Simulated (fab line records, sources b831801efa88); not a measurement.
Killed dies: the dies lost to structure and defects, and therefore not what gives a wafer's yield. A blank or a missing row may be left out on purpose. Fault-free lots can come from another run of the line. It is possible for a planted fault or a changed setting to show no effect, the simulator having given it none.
fab line records | flow sky130
record: lots: 15 | wafers: 42 | lastDay: 50
route steps=708 shown FIELD_ISO@10 PAD_OPEN@708
lots with no fault: from the same line, run without faults
startH: hours from the record's opening day to when the first of the lot's shown wafers began | waitH: hours elapsed since this lot's preceding step | " as in the row above | L1.1+2: several wafers, shown together as one row | - no value, or no start was given | * or withheld: withheld | < > ~ a bound
route shown NAME@n: names a module that has steps shown in the file, with the first one's number in the route | usual: the fault-free wafers' mean and standard deviation | same: alike in all rows | chamber/n: place in a boat | sites: each site's reading | _std_site: the standard deviation of these | _edge_site: mean of outer sites minus mean of inner sites | radiusMm: for every site, how far away it sits from the centre of the wafer | mask NAME#n: copy n | behind: the tool/chamber that last shaped the wafer | hold: the reason the lot was held/the length of the hold in hours/how it ended | device: the n, p or np transistor that did not switch | end of line: tests run on the same wafers once the route is complete | step lacking rows: just its recipe | killed: dies lost to structure and defects at the first sort, not the wafer's yield | map: per-die view of a wafer (x killed, . not killed, _ where there is no die)
set.NAME: the setting the step ran with; set.NAME@STEP: the setting that earlier step ran with | model.NAME: the simulator's own value behind a step, which no gauge read
one table for each step of the route and one row for each wafer, over a sample of lots
services: from which hour (startH, from the record's first day; less than 0 if before it) a tool's chamber was out of use, for how many hours, and why
== steps ==
step: SKY_FIELD_ISO_SOFTBAKE_09
recipe: tempC: 100 | timeS: 90 | resist: KrF-thick
usual: heaterPowerTotalW: 57.36/0.11 | resistLineTempC: 22.98/0.091 | runLengthS: 119.23/0.15
lot.wafer | tool          | chamber | startH | waitH | heaterPowerTotalW | resistLineTempC | runLengthS
L454.1    | lithoTrack-04 | 0       | 27     | -     | 57.28             | 22.99           | 119.09
L454.4    | "             | 0       | "      | "     | 57.49             | 23.00           | 119.01
L454.5    | "             | 0       | "      | "     | 57.16             | 23.08           | 119.06
L455.1    | lithoTrack-03 | 0       | 30     | -     | 57.52             | 23.06           | 119.07
L455.5    | "             | 0       | "      | "     | 57.24             | 22.95           | 119.10
L455.6    | "             | 0       | "      | "     | 57.34             | 22.97           | 119.14
L456.1    | lithoTrack-04 | 0       | 39     | -     | 57.28             | 22.93           | 119.50
L456.3    | "             | 0       | "      | "     | 57.24             | 22.89           | 119.22
L456.5    | "             | 0       | "      | "     | 57.17             | 22.99           | 119.17
L457.2    | lithoTrack-03 | 0       | 42     | -     | 57.29             | 22.99           | 119.35
L457.4    | "             | 0       | "      | "     | 57.23             | 22.92           | 119.11
L457.5    | "             | 0       | "      | "     | 57.39             | 23.04           | 119.15
L459.1    | lithoTrack-03 | 0       | 52     | -     | 57.27             | 23.05           | 119.19
L459.3    | "             | 0       | "      | "     | 57.35             | 22.85           | 119.31
L459.5    | "             | 0       | "      | "     | 57.43             | 22.90           | 119.31
L460.2    | lithoTrack-01 | 0       | 57     | -     | 57.31             | 22.88           | 119.33
L460.3    | "             | 0       | "      | "     | 57.26             | 23.04           | 119.46
L460.4    | "             | 0       | "      | "     | 57.41             | 23.01           | 119.26
L461.3    | lithoTrack-03 | 0       | 61     | -     | 57.35             | 23.05           | 119.33
L461.4    | "             | 0       | "      | "     | 57.21             | 22.89           | 119.25
L461.6    | "             | 0       | "      | "     | 57.25             | 23.09           | 119.25
L462.1    | lithoTrack-03 | 0       | 66     | -     | 57.54             | 22.96           | 119.31
L462.2    | "             | 0       | "      | "     | 57.50             | 23.10           | 119.05
L462.3    | "             | 0       | "      | "     | 57.51             | 23.04           | 119.22
L463.2    | lithoTrack-04 | 0       | 72     | -     | 57.19             | 22.86           | 119.06
L463.3    | "             | 0       | "      | "     | 57.25             | 22.97           | 119.15
L463.6    | "             | 0       | "      | "     | 57.53             | 22.98           | 119.11
L464.2    | lithoTrack-04 | 0       | 77     | -     | 57.16             | 22.94           | 119.27
L464.3    | "             | 0       | "      | "     | 57.23             | 22.91           | 119.08
L464.4    | "             | 0       | "      | "     | 57.34             | 22.83           | 119.04
L465.2    | lithoTrack-03 | 0       | 81     | -     | 57.39             | 23.06           | 119.19
L465.3    | "             | 0       | "      | "     | 57.32             | 23.01           | 119.08
L465.4    | "             | 0       | "      | "     | 57.38             | 22.97           | 119.35
L466.1    | lithoTrack-03 | 0       | 87     | -     | 57.42             | 23.01           | 119.11
L466.3    | "             | 0       | "      | "     | 57.30             | 23.09           | 119.19
L466.6    | "             | 0       | "      | "     | 57.29             | 23.08           | 119.39
L469.2    | lithoTrack-03 | 0       | 103    | -     | 57.54             | 23.04           | 119.43
L469.6    | "             | 0       | "      | "     | 61.08             | 22.96           | 103.38
L473.3    | lithoTrack-03 | 0       | 124    | -     | 60.88             | 23.10           | 103.34
L473.4    | "             | 0       | "      | "     | 57.21             | 23.07           | 119.35
L474.4    | lithoTrack-03 | 0       | 128    | -     | 57.32             | 22.68           | 119.27
L474.6    | "             | 0       | "      | "     | 61.21             | 22.99           | 103.44
step: SKY_FIELD_ISO_STRIP_16
recipe: chemistry: O2/N2 | powerW: 1400 | pressureMtorr: 1500 | platenTempC: withheld | o2FlowSccm: 3000 | n2FlowSccm: 300 | overashFraction: 0.5
usual: drypumpMotorCurrentA: 6.0/0.49 | n2FlowSccm: 300.0/0.9 | oesProductAu: 0.377/0.0049 | stripTimeToEndpointS: 3.541/0.03
same: overashFraction: 0.5
lot.wafer | tool           | chamber | startH | waitH | drypumpMotorCurrentA | n2FlowSccm | oesProductAu | rfHoursCounterH | stripTimeToEndpointS
L454.1    | plasmaAsher-01 | 0       | 34.67  | 0.0   | 6.6                  | 300.6      | 0.377        | 35              | 3.540
L454.4    | "              | 0       | "      | "     | 6.6                  | 299.3      | 0.380        | -               | 3.556
L454.5    | "              | 1       | "      | "     | 6.0                  | 299.3      | 0.364        | -               | 3.541
L455.1    | plasmaAsher-01 | 1       | 38.67  | 0.0   | 6.0                  | 300.3      | 0.373        | 35              | 3.518
L455.5    | "              | 0       | "      | "     | 6.6                  | 299.6      | 0.371        | -               | 3.556
L455.6    | "              | 1       | "      | "     | 6.0                  | 298.8      | 0.379        | -               | 3.486
L456.1    | plasmaAsher-02 | 1       | 47.09  | 0.0   | 5.4                  | 300.9      | 0.374        | 37              | 3.578
L456.3    | "              | 1       | "      | "     | 5.4                  | 299.2      | 0.382        | -               | 3.600
L456.5    | "              | 0       | "      | "     | 5.6                  | 301.6      | 0.375        | -               | 3.584
L457.2    | plasmaAsher-03 | 0       | 50.50  | 0.0   | 6.7                  | 300.8      | 0.378        | 38              | 3.573
L457.4    | "              | 1       | "      | "     | 5.9                  | 301.0      | 0.373        | -               | 3.546
L457.5    | "              | 1       | "      | "     | 5.9                  | 301.1      | 0.375        | -               | 3.555
L459.1    | plasmaAsher-02 | 0       | 60.90  | 0.0   | 5.6                  | 298.7      | 0.382        | 39              | 3.583
L459.3    | "              | 0       | "      | "     | 5.6                  | 299.5      | 0.379        | -               | 3.586
L459.5    | "              | 1       | "      | "     | 5.4                  | 300.2      | 0.384        | -               | 3.579
L460.2    | plasmaAsher-03 | 1       | 65.90  | 0.0   | 5.9                  | 300.8      | 0.378        | 39              | 3.523
L460.3    | "              | 0       | "      | "     | 6.7                  | 298.9      | 0.369        | -               | 3.490
L460.4    | "              | 1       | "      | "     | 5.9                  | 301.5      | 0.370        | -               | 3.484
L461.3    | plasmaAsher-02 | 0       | 69.80  | 0.1   | 5.6                  | 300.7      | 0.375        | -               | 3.541
L461.4    | "              | 1       | "      | "     | 5.4                  | 298.5      | 0.375        | -               | 3.490
L461.6    | "              | 0       | "      | "     | 5.6                  | 299.0      | 0.379        | -               | 3.606
L462.1    | plasmaAsher-02 | 1       | 75.00  | 0.0   | 5.4                  | 299.0      | 0.381        | 40              | 3.567
L462.2    | "              | 0       | "      | "     | 5.6                  | 300.0      | 0.382        | 40              | 3.509
L462.3    | "              | 1       | "      | "     | 5.4                  | 298.1      | 0.374        | -               | 3.573
L463.2    | plasmaAsher-03 | 0       | 80.92  | 0.0   | 6.7                  | 302.4      | 0.389        | 41              | 3.572
L463.3    | "              | 1       | "      | "     | 5.9                  | 299.2      | 0.379        | -               | 3.497
L463.6    | "              | 1       | "      | "     | 5.9                  | 299.3      | 0.368        | -               | 3.538
L464.2    | plasmaAsher-01 | 0       | 85.45  | 0.0   | 6.6                  | 299.2      | 0.374        | 38              | 3.567
L464.3    | "              | 1       | "      | "     | 6.0                  | 300.7      | 0.376        | -               | 3.564
L464.4    | "              | 0       | "      | "     | 6.6                  | 299.6      | 0.380        | -               | 3.509
L465.2    | plasmaAsher-02 | 1       | 90.49  | 0.0   | 5.4                  | 300.9      | 0.378        | 42              | 3.526
L465.3    | "              | 0       | "      | "     | 5.6                  | 299.2      | 0.374        | -               | 3.497
L465.4    | "              | 1       | "      | "     | 5.3                  | 300.7      | 0.379        | -               | 3.526
L466.1    | plasmaAsher-02 | 1       | 96.74  | 0.0   | 5.4                  | 299.1      | 0.385        | 42              | 3.568
L466.3    | "              | 0       | "      | "     | 5.6                  | 300.0      | 0.380        | -               | 3.567
L466.6    | "              | 1       | "      | "     | 5.4                  | 300.2      | 0.382        | -               | 3.556
L469.2    | plasmaAsher-02 | 0       | 113.64 | 0.0   | 5.6                  | 300.7      | 0.377        | 44              | 3.554
L469.6    | "              | 0       | "      | "     | 5.6                  | 300.4      | 0.378        | -               | 3.556
L473.3    | plasmaAsher-03 | 1       | 134.98 | 0.1   | 5.9                  | 299.1      | 0.372        | -               | 3.533
L473.4    | "              | 0       | "      | "     | 6.7                  | 301.0      | 0.372        | -               | 3.544
L474.4    | plasmaAsher-02 | 1       | 139.53 | 0.0   | 5.4                  | 299.6      | 0.375        | -               | 3.514
L474.6    | "              | 1       | "      | "     | 5.4                  | 299.2      | 0.381        | -               | 3.537
step: SKY_PAD_OPEN_PROBE_99
usual: killed_at_M0_to_M3: 42/7.3 | killed_at_M4_up: 3.2/1.8 | killedAtContacts: 25/5.2 | killedAtFrontEnd: 15/4.6 | killedAtOther: 0.3/0.62 | killedDies: 85/9.9 | killedOpen: 46/7.1 | killedShort: 38/5.7
same: grossDies: 492 | killedAtBackSide: 0
lot.wafer | tool      | chamber | startH  | waitH | killed_at_M0_to_M3 | killed_at_M4_up | killedAtContacts | killedAtFrontEnd | killedAtOther | killedDies | killedOpen | killedShort
L454.1    | prober-02 | -       | 1086.12 | 0.1   | 53                 | 3               | 23               | 27               | 0             | 106        | 62         | 44
L454.4    | prober-02 | -       | 1086.27 | 0.2   | 38                 | 6               | 25               | 11               | 0             | 80         | 46         | 34
L454.5    | prober-02 | -       | 1086.32 | 0.2   | 44                 | 2               | 26               | 16               | 0             | 88         | 55         | 33
L460.2    | prober-01 | -       | 1118.97 | 0.1   | 41                 | 6               | 30               | 15               | 0             | 92         | 48         | 44
L460.3    | prober-01 | -       | 1119.02 | 0.2   | 38                 | 2               | 23               | 13               | 0             | 76         | 43         | 33
L460.4    | prober-01 | -       | 1119.07 | 0.2   | 32                 | 5               | 29               | 16               | 0             | 82         | 51         | 30
L469.6    | prober-02 | -       | 1168.97 | 0.2   | 47                 | 7               | 18               | 8                | 0             | 80         | 46         | 34
killed by level:class
L454.1 VIA1:geometricParticle:open=14 POLY_GATE:geometricParticle:open=9 CONTACT:geometricParticle:open=9 VIA2:geometricParticle:open=9 VIA3:geometricParticle:open=8 VIA1:geometricParticle:short=7 FIELD_ISO:geometricParticle:open=6 CONTACT:geometricParticle:short=6
L454.4 CONTACT:geometricParticle:open=12 LI_CONTACT:geometricParticle:open=9 VIA2:geometricParticle:short=7 VIA1:geometricParticle:open=7 METAL1:geometricParticle:short=5 METAL4:geometricParticle:short=4 FIELD_ISO:geometricParticle:open=3 POLY_GATE:geometricParticle:short=3
L454.5 CONTACT:geometricParticle:open=11 VIA2:geometricParticle:open=11 VIA1:geometricParticle:open=10 POLY_GATE:geometricParticle:open=5 LI_CONTACT:geometricParticle:open=5 CONTACT:geometricParticle:short=4 VIA3:geometricParticle:open=4 VIA1:geometricParticle:short=4
L460.2 VIA1:geometricParticle:open=16 CONTACT:geometricParticle:short=8 CONTACT:geometricParticle:open=8 LI_CONTACT:geometricParticle:open=7 VIA1:geometricParticle:short=5 LI_CONTACT:geometricParticle:short=4 METAL1:geometricParticle:short=4 METAL4:geometricParticle:short=4
L460.3 VIA1:geometricParticle:open=10 CONTACT:geometricParticle:open=9 LI_CONTACT:geometricParticle:open=7 METAL1:geometricParticle:short=7 FIELD_ISO:geometricParticle:short=6 VIA2:geometricParticle:open=6 CONTACT:geometricParticle:short=4 VIA2:geometricParticle:short=4
L460.4 CONTACT:geometricParticle:open=14 VIA3:geometricParticle:open=9 FIELD_ISO:geometricParticle:short=7 LI_CONTACT:geometricParticle:open=7 VIA1:geometricParticle:open=6 FIELD_ISO:geometricParticle:open=5 CONTACT:geometricParticle:short=5 VIA2:geometricParticle:open=5
L469.6 VIA1:geometricParticle:open=14 CONTACT:geometricParticle:open=9 VIA3:geometricParticle:open=8 VIA2:geometricParticle:open=6 METAL1:geometricParticle:short=5 METAL4:geometricParticle:short=4 CONTACT:geometricParticle:short=4 VIA1:geometricParticle:short=4
== services ==
tool           | chamber | startH | hours | kind
plasmaAsher-03 | -       | 17.71  | 1.8   | repair
plasmaAsher-03 | -       | 67.44  | 1.6   | repair
plasmaAsher-01 | -       | 68.85  | 14.6  | pm
plasmaAsher-03 | -       | 108.75 | 9.0   | pm
plasmaAsher-03 | 0       | 108.75 | 9.0   | ventCycle
plasmaAsher-03 | 1       | 108.75 | 9.0   | ventCycle
plasmaAsher-03 | 0       | 117.75 | -     | clean
plasmaAsher-03 | 1       | 117.75 | -     | clean
== key ==
firstSign: step: SKY_FIELD_ISO_SOFTBAKE_09 | reading: runLengthS | direction: down | sigmas: 99+ | usual: * | struck: *
effect: step: SKY_FIELD_ISO_SOFTBAKE_09 | reading: heaterPowerTotalW | direction: up | sigmas: 33 | usual: * | struck: *
metAt SKY_FIELD_ISO_SOFTBAKE_09
struckLots L469,L473,L474
struckWafers L469.6,L473.3,L474.6
testerLeftOut L469,L473,L474
notActingAt SKY_FIELD_ISO_STRIP_16
onsetBetween 87 103
fault: kind: processParameterDrift | tool: lithoTrack-03 | chamber: - | onsetH: 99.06 | steps: SKY_FIELD_ISO_SOFTBAKE_09 | channel: timeS | offset: * | shape: step | endH: 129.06 | scope: struckWafersOnly | actsIn: * | stated: *
testerLeftOut: of these lots the tester's yield and bins aren't shown, on N5 and GAA mostly nor the transistor test; their killed dies are dies lost to structure and defects alone, not to doping, threshold or leakage, so they don't give the yield
